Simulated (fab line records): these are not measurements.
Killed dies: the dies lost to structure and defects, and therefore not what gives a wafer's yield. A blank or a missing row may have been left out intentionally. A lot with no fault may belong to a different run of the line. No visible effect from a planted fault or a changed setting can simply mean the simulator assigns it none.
A struck lot beside a sound one -- flow sky130 -- 14 out of 708 route steps
Sound: these wafers, L852.1, L852.2, L852.6. Wafers struck: L855.2, L855.3, L855.6. The cause is given at the end.
At each step with rows: each side's tool, then ch and its chambers, then its first start. Under that, the readings that differ: sound wafers -- struck wafers -- difference of the means -- sigmas: that difference in standard deviations of wafers without a fault.
alike: readings whose means differ by less than 2 such deviations, and words and numbers that are the same on both sides. not compared: withheld readings, readings that some wafer has no value for, bounds like >300 that may hide the same value, and numbers for which the record gives no deviation and whose values overlap.
A row with sigmas, a row that says differs or no value, or rows on one side alone: a step with any of these is where the two part. Non-overlapping numbers with no deviation appear without sigmas and do not part them. A reading that every wafer of one side lacks parts them only if that side has two wafers or more.

SKY_VIA2_SPUTTER_20: material TiN, target thk 20 nm, time 80 s.
  sound on pvd-sputter-03 at day 38 13:55; struck on pvd-sputter-02 at day 38 19:45
  alike: cathode-dc-power-W, chamber-pressure-pa, throttle-valve-pct
SKY_VIA2_CVD_21: deposits W, target thk 420 nm, time 126.4 s.
  sound on cvd-w-01 ch 0,1, day 38 13:59; struck on cvd-w-02 ch 0, day 38 19:52
  alike: heater-power-w
SKY_VIA2_RS_MEAS_22: the measuring method here is four-point-probe.
  sound on film-metro-02 at day 38 14:07; struck on film-metro-01 at day 38 20:05
  alike: VIA2_W_RS
SKY_VIA2_THK_MEAS_23: measures by xrf.
  sound on film-metro-02 at day 38 14:14; struck on film-metro-01 at day 38 20:12
reading,sound,struck,difference,sigmas
VIA2_W_THK (nm),418 419 417,437 427 432,+14,+2
then, 2 steps without rows for these wafers: SKY_VIA2_CMP_24 (polishes, stops on SiO2, t overpolish 20 s, target thk 0 nm); SKY_METAL3_SPUTTER_00 (material Ti, target thk 15 nm, time 10 s).
SKY_METAL3_SPUTTER_01: material TiN, target thk 20 nm, time 16.7 s.
  sound on pvd-sputter-04 at day 38 14:37; struck on pvd-sputter-01 at day 38 20:35
  alike: cathode-dc-power-W, chamber-pressure-pa, throttle-valve-pct
then, 1 step without rows for these wafers: SKY_METAL3_SPUTTER_02 (material AlCu, target thk 735 nm, time 39.1 s).
SKY_METAL3_SPUTTER_03: material Ti, target thk 5 nm, time 3.3 s.
  sound on pvd-sputter-04 at day 38 14:40; struck on pvd-sputter-01 at day 38 20:38
reading,sound,struck,difference,sigmas
throttle-valve-pct (%),30.8 29.9 29.8,31.4 32.3 32.1,+1.8,+2
  alike: cathode-dc-power-W, chamber-pressure-pa
SKY_METAL3_SPUTTER_04: material TiN, target thk 70 nm, time 58.3 s.
  sound on pvd-sputter-04 at day 38 14:41; struck on pvd-sputter-01 at day 38 20:40
  alike: cathode-dc-power-W, chamber-pressure-pa, throttle-valve-pct
then, 1 step without rows for these wafers: SKY_CAPM_CVD_00 (deposits SiO2, target thk 15.5 nm).
SKY_CAPM_THK_MEAS_01:
  sound on film-metro-01 at day 38 14:46; struck on film-metro-02 at day 38 20:44
  alike: CAPM_CVD_00_THK
SKY_CAPM_SPUTTER_02: material TiN, target thk 200 nm, time 166.7 s.
  sound on pvd-sputter-01 at day 38 14:49; struck on pvd-sputter-04 at day 38 20:47
  no value came back on the struck wafers for cathode-dc-power-W (W), chamber-pressure-pa (Pa), throttle-valve-pct (%); on the sound wafers cathode-dc-power-W (W) reads 6499.7 6501.6 6499.7
SKY_CAPM_RS_MEAS_03: the measuring method here is four-point-probe.
  sound on film-metro-02 at day 38 14:56; struck on film-metro-02 at day 38 21:13
reading,sound,struck,difference,sigmas
CAPM_TIN_RS (ohm/sq),7.04 6.93 6.91,- - -,no value on the struck wafers,
  not compared: hold

== WHERE THEY PART ==
Earliest at SKY_VIA2_THK_MEAS_23; latest, in this record, at SKY_CAPM_RS_MEAS_03.

WHY: whatever the simulator had introduced
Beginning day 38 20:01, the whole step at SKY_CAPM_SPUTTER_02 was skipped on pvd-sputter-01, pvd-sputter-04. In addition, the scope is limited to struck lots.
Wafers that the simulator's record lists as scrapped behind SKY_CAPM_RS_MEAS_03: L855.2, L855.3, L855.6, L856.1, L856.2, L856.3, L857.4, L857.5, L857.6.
